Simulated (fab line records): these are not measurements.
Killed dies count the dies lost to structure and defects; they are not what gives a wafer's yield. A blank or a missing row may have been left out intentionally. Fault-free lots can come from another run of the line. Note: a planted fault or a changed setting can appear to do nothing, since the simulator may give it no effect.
Matching of chambers -- flow gf180mcu -- rie_diel-02 running GF_PASSIVATION_ETCH_11: 4 sister chambers
The step etches the open film in CF4/O2, stops on TiN, target depth 2040 nm, time 453.3 s. 8 wafers are shown with their chamber, then 12 later ones without.

## WAFERS WITH THEIR CHAMBER
wafer,chamber,drypump_motor_current_A (A),oes_product_au (a.u.)
L091.2,0,5.7,0.974
L091.3,2,4.9,1.000
L091.4,3,5.5,0.992
L091.5,1,4.7,0.992
L091.6,0,5.8,0.983
L092.1,3,5.5,0.988
L092.2,1,4.7,0.983
L092.3,2,5.0,1.000

## WAFERS WITH NO CHAMBER GIVEN
wafer,drypump_motor_current_A (A),oes_product_au (a.u.)
L092.4,5.7,0.978
L092.5,5.5,0.984
L092.6,5.7,0.979
L094.1,5.8,0.975
L094.2,5.5,0.984
L094.3,4.9,0.993
L094.4,4.7,0.975
L094.5,5.7,0.968
L094.6,4.7,0.985
L097.1,5.6,0.996
L097.3,4.7,0.982
L097.4,5.7,0.975

## WHICH CHAMBER EACH ONE RAN IN
wafer,from the rows above,in truth
L092.4,0,0
L092.5,3,3
L092.6,0,0
L094.1,0,0
L094.2,3,3
L094.3,2,2
L094.4,1,1
L094.5,0,0
L094.6,1,1
L097.1,3,3
L097.3,1,1
L097.4,0,0
12 of 12 placed correctly. Can't be placed from these rows: 0. 0 placed wrongly.
How it was worked out, from the rows above alone: a wafer's distance from a chamber is the root of the sum, over the readings, of the square of ((its reading less the chamber's mean) divided by the reading's scatter). If the next closest chamber is less than 2 further off than the closest, the wafer can't be placed; otherwise it belongs to the closest. The mean given for a chamber averages the wafers shown for that chamber. The scatter is the square root of a quotient: the sum, over the shown wafers, of each reading's squared deviation from its chamber's mean, divided by wafers minus chambers.
